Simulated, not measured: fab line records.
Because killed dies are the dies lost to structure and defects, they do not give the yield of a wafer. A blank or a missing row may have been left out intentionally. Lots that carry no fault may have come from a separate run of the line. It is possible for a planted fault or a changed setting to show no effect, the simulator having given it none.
Which tool is to blame? | flow gf180mcu | 13 lots, 39 wafers sampled, at 5 steps of a route of 602

== WHAT EACH GAUGE READ, for each wafer ==
GF_HV_LDD_TW_MEAS_50.
lot  | measured     | on            | HV_LDD_4_TW
L361 | day 12 10:48 | film-metro-01 | 570 574 570
L362 | day 12 18:55 | film-metro-02 | 563 566 568
L363 | day 12 23:25 | film-metro-04 | 569 572 573
L364 | day 13 13:59 | film-metro-04 | 571 573 573
L365 | day 13 17:43 | film-metro-01 | 574 574 573
L369 | day 15 01:58 | film-metro-02 | 563 559 562
L370 | day 15 07:47 | film-metro-02 | 562 560 562
L372 | day 16 09:57 | film-metro-02 | 562 562 563
L374 | day 16 17:31 | film-metro-02 | 565 562 563
L379 | day 18 11:17 | film-metro-02 | 561 565 560
L381 | day 19 01:52 | film-metro-02 | 563 567 563
L382 | day 19 15:33 | film-metro-02 | 566 563 564
L384 | day 20 04:36 | film-metro-04 | 571 568 570

GF_NSD_OVL_MEAS_08.
lot  | measured     | on         | NSD_OVL (nm)
L361 | day 13 09:41 | overlay-01 | 0.1 0.9 1.0
L362 | day 13 18:20 | overlay-02 | 0.8 2.7 1.7
L363 | day 13 22:41 | overlay-01 | 0.8 0.0 1.5
L364 | day 14 13:20 | overlay-01 | 2.2 1.5 4.1
L365 | day 14 18:13 | overlay-02 | 3.5 3.5 1.7
L369 | day 16 02:07 | overlay-02 | 1.7 3.0 2.2
L370 | day 16 08:46 | overlay-01 | 1.3 -0.2 0.7
L372 | day 17 11:52 | overlay-02 | 0.4 1.5 1.2
L374 | day 17 19:55 | overlay-01 | -2.6 -0.8 -1.9
L379 | day 19 14:26 | overlay-02 | 0.5 0.2 0.2
L381 | day 20 07:10 | overlay-02 | 0.3 1.0 0.3
L382 | day 20 18:22 | overlay-02 | -0.2 0.3 -2.5
L384 | day 21 07:37 | overlay-02 | 2.7 0.5 1.2

GF_SAB_OVL_MEAS_10.
lot  | measured     | on         | SAB_OVL (nm)
L361 | day 15 04:50 | overlay-01 | 0.4 -2.1 -1.9
L362 | day 15 13:31 | overlay-01 | 1.7 1.0 2.4
L363 | day 15 18:17 | overlay-02 | -0.8 -2.0 -1.0
L364 | day 16 09:35 | overlay-02 | -0.7 -0.5 -2.9
L365 | day 16 14:35 | overlay-01 | 0.3 1.5 2.0
L369 | day 18 01:10 | overlay-01 | -0.8 1.3 -0.8
L370 | day 18 07:08 | overlay-02 | -0.4 -0.3 -0.2
L372 | day 19 12:38 | overlay-01 | 1.3 2.4 0.2
L374 | day 19 21:01 | overlay-02 | -2.2 -1.7 -3.3
L379 | day 21 15:29 | overlay-02 | -0.9 -2.8 -1.1
L381 | day 22 08:11 | overlay-02 | -0.6 0.2 -1.5
L382 | day 22 20:13 | overlay-01 | 0.2 1.0 2.0
L384 | day 23 06:38 | overlay-02 | -0.2 0.0 1.8

== WHICH TOOL RAN EACH LOT (tool, then ch and the chambers of the sampled wafers, then the start) ==
lot  | GF_NSD_IMPLANT_10               | GF_NSD_STRIP_11
L361 | implanter-02 ch 0, day 13 09:52 | plasma-asher-04 ch 0,1, day 13 10:01
L362 | implanter-02 ch 0, day 13 18:31 | plasma-asher-04 ch 0,1, day 13 18:40
L363 | implanter-01 ch 0, day 13 22:53 | plasma-asher-03 ch 1, day 13 23:02
L364 | implanter-03 ch 0, day 14 13:32 | plasma-asher-03 ch 0,1, day 14 13:40
L365 | implanter-01 ch 0, day 14 18:25 | plasma-asher-04 ch 1, day 14 18:34
L369 | implanter-03 ch 0, day 16 02:18 | plasma-asher-02 ch 1, day 16 02:27
L370 | implanter-02 ch 0, day 16 08:59 | plasma-asher-03 ch 0,1, day 16 09:06
L372 | implanter-01 ch 0, day 17 12:03 | plasma-asher-02 ch 0,1, day 17 12:12
L374 | implanter-03 ch 0, day 17 20:08 | plasma-asher-02 ch 0,1, day 17 20:15
L379 | implanter-02 ch 0, day 19 14:38 | plasma-asher-02 ch 0,1, day 19 14:46
L381 | implanter-03 ch 0, day 20 07:23 | plasma-asher-02 ch 0,1, day 20 07:30
L382 | implanter-03 ch 0, day 20 18:33 | plasma-asher-02 ch 0,1, day 20 18:42
L384 | implanter-01 ch 0, day 21 07:48 | plasma-asher-04 ch 0,1, day 21 07:57
- GF_NSD_IMPLANT_10
- GF_NSD_STRIP_11: strips in O2/N2.

== WHAT THE TOOLS THEMSELVES READ (means of the sampled wafers that have a number; where no wafer has one, the mark that the record gives instead) ==
GF_NSD_IMPLANT_10.
lot  | tool         | beam-energy-keV | end-station-pressure-torr (Torr) | tilt-deg (degrees)
L361 | implanter-02 | 40.004          | 7.6e-06                          | 7.004
L362 | implanter-02 | 39.997          | 7.0e-06                          | 6.996
L363 | implanter-01 | 40.008          | 7.2e-06                          | 6.998
L364 | implanter-03 | 40.006          | 7.1e-06                          | 7.002
L365 | implanter-01 | 40.000          | 7.2e-06                          | 7.002
L369 | implanter-03 | 40.009          | 7.3e-06                          | 7.021
L370 | implanter-02 | 40.017          | 7.4e-06                          | 7.008
L372 | implanter-01 | 39.993          | 7.1e-06                          | 7.003
L374 | implanter-03 | 39.980          | 6.9e-06                          | 7.021
L379 | implanter-02 | 40.010          | 6.9e-06                          | 7.009
L381 | implanter-03 | 45.676          | 7.3e-06                          | 6.989
L382 | implanter-03 | 45.677          | 7.2e-06                          | 7.023
L384 | implanter-01 | 40.010          | 7.2e-06                          | 6.988

GF_NSD_STRIP_11.
lot  | tool            | drypump-motor-current-A (A) | heater-power-w (W) | oes-product-au (a.u.) | strip-time-to-endpoint-s (s)
L361 | plasma-asher-04 | 5.6                         | 337                | 0.486                 | 22.97
L362 | plasma-asher-04 | 5.9                         | 340                | 0.482                 | 23.05
L363 | plasma-asher-03 | 5.6                         | 281                | 0.485                 | 22.98
L364 | plasma-asher-03 | 5.6                         | 304                | 0.485                 | 22.93
L365 | plasma-asher-04 | 6.1                         | 348                | 0.492                 | 22.92
L369 | plasma-asher-02 | 4.8                         | 325                | 0.490                 | 22.97
L370 | plasma-asher-03 | 5.6                         | 289                | 0.489                 | 22.94
L372 | plasma-asher-02 | 5.2                         | 336                | 0.479                 | 22.94
L374 | plasma-asher-02 | 5.2                         | 328                | 0.490                 | 22.98
L379 | plasma-asher-02 | 5.6                         | 322                | 0.486                 | 22.96
L381 | plasma-asher-02 | 5.6                         | 318                | 0.482                 | 23.27
L382 | plasma-asher-02 | 5.2                         | 321                | 0.485                 | 23.22
L384 | plasma-asher-04 | 5.9                         | 343                | 0.491                 | 23.01

== THE ANSWER, worked out from the rows above alone ==
Rule: usual is defined by the lots themselves. The widest of any qualifying gaps counts: lots, ordered by their means at a reading, are off when they make up no more than a third of the lots, leave a main group of 4 or more, and stand apart from it by 3 or more times the standard deviation of that group's means. Not used: any main group whose means are identical at the precision the tables above print for the reading. A lot without any number at a reading at which 4 lots or more have one is off too. Where the step has rows for the other lots, those lots are counted as sound. Order of review: gauges by route order, followed by the tools' own readings, for which a lot's mean as printed above is used. The first step at which some lot is off is used, and at that step the reading that is off furthest; a lot without a number counts as furthest.
Off, at GF_NSD_IMPLANT_10 on beam-energy-keV: L381, L382. For the main group the mean is 40.003 and the standard deviation 0.0097.
If a tool, at that step or one of the process steps before it, ran each lot that is off and ran no sound lot following the first of them, it fits. One fits: implanter-03 at GF_NSD_IMPLANT_10. A fault onset in the window from L374 (day 17 20:08, its last sound lot) to L381 (day 20 07:23, its first lot off) fits.
The tool's own readings at GF_NSD_IMPLANT_10 bear it out: on the lots that are off they differ by more than 5 times the standard deviation of the sound lots' means. beam-energy-keV reads 45.677 there against 40.003 on the sound lots.

== WHAT THE SIMULATOR HAD PUT IN ==
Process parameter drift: implanter-03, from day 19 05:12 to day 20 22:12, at GF_NSD_IMPLANT_10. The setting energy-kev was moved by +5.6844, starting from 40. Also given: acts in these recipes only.
Lots struck among those shown: L381, L382. Same finding as the rule above.
